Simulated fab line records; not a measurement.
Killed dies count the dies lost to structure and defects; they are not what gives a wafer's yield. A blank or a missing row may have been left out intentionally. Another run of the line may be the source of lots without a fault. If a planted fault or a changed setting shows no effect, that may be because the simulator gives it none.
Lot-split experiment :: flow gf180mcu :: on a route of 602 steps: 5 lots, 27 wafers read

THE SPLIT ITSELF
At GF_TOP_METAL_SPUTTER_00 (material Ti, target thk 37.5 nm, time 150 s), the setting time-s was moved away from the recipe's 150 s on 9 of the 27 wafers read, by +22.4% to +38.7%. This setting was run at the recipe's value on the other wafers.

The split's own step is where the reading is taken.

THE READING
Ti_of_TOP_METAL_SPUTTER_00.thk-nm (the simulator's own value, which no gauge read), in nm, at GF_TOP_METAL_SPUTTER_00 (material Ti, target thk 37.5 nm, time 150 s). There is no usual value for it anywhere in the file. Average 37.43 nm, standard deviation 0.35 nm, over the 18 wafers here run with the recipe.

wafer: L077.1
tool, chamber at the split: pvd-sputter-03, -
time-s as run, s: 208
against the recipe: +38.7%
Ti_of_TOP_METAL_SPUTTER_00.thk-nm, nm: 52.01
against lot-mates on the recipe: +14.52

wafer: L077.2
tool, chamber at the split: pvd-sputter-03, -
time-s as run, s: 208
against the recipe: +38.7%
Ti_of_TOP_METAL_SPUTTER_00.thk-nm, nm: 51.97
against lot-mates on the recipe: +14.48

wafer: L077.3
tool, chamber at the split: pvd-sputter-03, -
time-s as run, s: 150
against the recipe: recipe
Ti_of_TOP_METAL_SPUTTER_00.thk-nm, nm: 37.54
against lot-mates on the recipe: -

wafer: L077.4
tool, chamber at the split: pvd-sputter-03, -
time-s as run, s: 150
against the recipe: recipe
Ti_of_TOP_METAL_SPUTTER_00.thk-nm, nm: 37.54
against lot-mates on the recipe: -

wafer: L077.5
tool, chamber at the split: pvd-sputter-03, -
time-s as run, s: 150
against the recipe: recipe
Ti_of_TOP_METAL_SPUTTER_00.thk-nm, nm: 37.39
against lot-mates on the recipe: -

wafer: L077.6
tool, chamber at the split: pvd-sputter-03, -
time-s as run, s: 208
against the recipe: +38.7%
Ti_of_TOP_METAL_SPUTTER_00.thk-nm, nm: 51.76
against lot-mates on the recipe: +14.27

wafer: L076.1
tool, chamber at the split: pvd-sputter-04, -
time-s as run, s: 150
against the recipe: recipe
Ti_of_TOP_METAL_SPUTTER_00.thk-nm, nm: 37.01
against lot-mates on the recipe: -

wafer: L076.2
tool, chamber at the split: pvd-sputter-04, -
time-s as run, s: 150
against the recipe: recipe
Ti_of_TOP_METAL_SPUTTER_00.thk-nm, nm: 36.89
against lot-mates on the recipe: -

wafer: L076.3
tool, chamber at the split: pvd-sputter-04, -
time-s as run, s: 150
against the recipe: recipe
Ti_of_TOP_METAL_SPUTTER_00.thk-nm, nm: 37.33
against lot-mates on the recipe: -

wafer: L076.4
tool, chamber at the split: pvd-sputter-04, -
time-s as run, s: 150
against the recipe: recipe
Ti_of_TOP_METAL_SPUTTER_00.thk-nm, nm: 37.53
against lot-mates on the recipe: -

wafer: L076.5
tool, chamber at the split: pvd-sputter-04, -
time-s as run, s: 150
against the recipe: recipe
Ti_of_TOP_METAL_SPUTTER_00.thk-nm, nm: 37.23
against lot-mates on the recipe: -

wafer: L076.6
tool, chamber at the split: pvd-sputter-04, -
time-s as run, s: 150
against the recipe: recipe
Ti_of_TOP_METAL_SPUTTER_00.thk-nm, nm: 36.91
against lot-mates on the recipe: -

wafer: L081.1
tool, chamber at the split: pvd-sputter-03, -
time-s as run, s: 183.6
against the recipe: +22.4%
Ti_of_TOP_METAL_SPUTTER_00.thk-nm, nm: 46.77
against lot-mates on the recipe: +8.76

wafer: L081.2
tool, chamber at the split: pvd-sputter-03, -
time-s as run, s: 183.6
against the recipe: +22.4%
Ti_of_TOP_METAL_SPUTTER_00.thk-nm, nm: 46.51
against lot-mates on the recipe: +8.50

wafer: L081.3
tool, chamber at the split: pvd-sputter-03, -
time-s as run, s: 150
against the recipe: recipe
Ti_of_TOP_METAL_SPUTTER_00.thk-nm, nm: 38.08
against lot-mates on the recipe: -

wafer: L081.4
tool, chamber at the split: pvd-sputter-03, -
time-s as run, s: 183.6
against the recipe: +22.4%
Ti_of_TOP_METAL_SPUTTER_00.thk-nm, nm: 46.46
against lot-mates on the recipe: +8.45

wafer: L081.5
tool, chamber at the split: pvd-sputter-03, -
time-s as run, s: 150
against the recipe: recipe
Ti_of_TOP_METAL_SPUTTER_00.thk-nm, nm: 37.97
against lot-mates on the recipe: -

wafer: L081.6
tool, chamber at the split: pvd-sputter-03, -
time-s as run, s: 150
against the recipe: recipe
Ti_of_TOP_METAL_SPUTTER_00.thk-nm, nm: 37.98
against lot-mates on the recipe: -

wafer: L080.1
tool, chamber at the split: pvd-sputter-04, -
time-s as run, s: 150
against the recipe: recipe
Ti_of_TOP_METAL_SPUTTER_00.thk-nm, nm: 37.46
against lot-mates on the recipe: -

wafer: L080.4
tool, chamber at the split: pvd-sputter-04, -
time-s as run, s: 150
against the recipe: recipe
Ti_of_TOP_METAL_SPUTTER_00.thk-nm, nm: 37.46
against lot-mates on the recipe: -

wafer: L080.3
tool, chamber at the split: pvd-sputter-04, -
time-s as run, s: 150
against the recipe: recipe
Ti_of_TOP_METAL_SPUTTER_00.thk-nm, nm: 36.83
against lot-mates on the recipe: -

wafer: L084.1
tool, chamber at the split: pvd-sputter-03, -
time-s as run, s: 204.9
against the recipe: +36.6%
Ti_of_TOP_METAL_SPUTTER_00.thk-nm, nm: 51.23
against lot-mates on the recipe: +13.67

wafer: L084.2
tool, chamber at the split: pvd-sputter-03, -
time-s as run, s: 204.9
against the recipe: +36.6%
Ti_of_TOP_METAL_SPUTTER_00.thk-nm, nm: 51.51
against lot-mates on the recipe: +13.95

wafer: L084.3
tool, chamber at the split: pvd-sputter-03, -
time-s as run, s: 204.9
against the recipe: +36.6%
Ti_of_TOP_METAL_SPUTTER_00.thk-nm, nm: 51.48
against lot-mates on the recipe: +13.92

wafer: L084.4
tool, chamber at the split: pvd-sputter-03, -
time-s as run, s: 150
against the recipe: recipe
Ti_of_TOP_METAL_SPUTTER_00.thk-nm, nm: 37.51
against lot-mates on the recipe: -

wafer: L084.5
tool, chamber at the split: pvd-sputter-03, -
time-s as run, s: 150
against the recipe: recipe
Ti_of_TOP_METAL_SPUTTER_00.thk-nm, nm: 37.65
against lot-mates on the recipe: -

wafer: L084.6
tool, chamber at the split: pvd-sputter-03, -
time-s as run, s: 150
against the recipe: recipe
Ti_of_TOP_METAL_SPUTTER_00.thk-nm, nm: 37.52
against lot-mates on the recipe: -

THE FIT
A straight line over all 27 wafers: Ti_of_TOP_METAL_SPUTTER_00.thk-nm changes by +0.381 nm for each +1% of time-s; r = +1.00; the points scatter about the line by 0.38 nm.
The same after taking each lot's own level away (the mean of its wafers on the recipe; 27 wafers): +0.376 nm for each +1%; r = +1.00; scatter 0.19 nm.
On that fit, the largest move of time-s shifts the reading by 15 nm.
Measured against the standard deviation above, the lots' own levels, which go from 37.150 to 38.010 nm, span 2.4 times it.
The two slopes agree, so the slope changes little with the lot-to-lot level.
Check: with one of the wafers moved furthest among these (+38.7%) left out of the fit, the line predicts +14.6 nm for it against its lot-mates. Against them it came out at +14.5 nm.

FILE'S OWN FIT
Ti_of_TOP_METAL_SPUTTER_00.thk-nm changes by +0.377 nm for each +1% of time-s, r = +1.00.
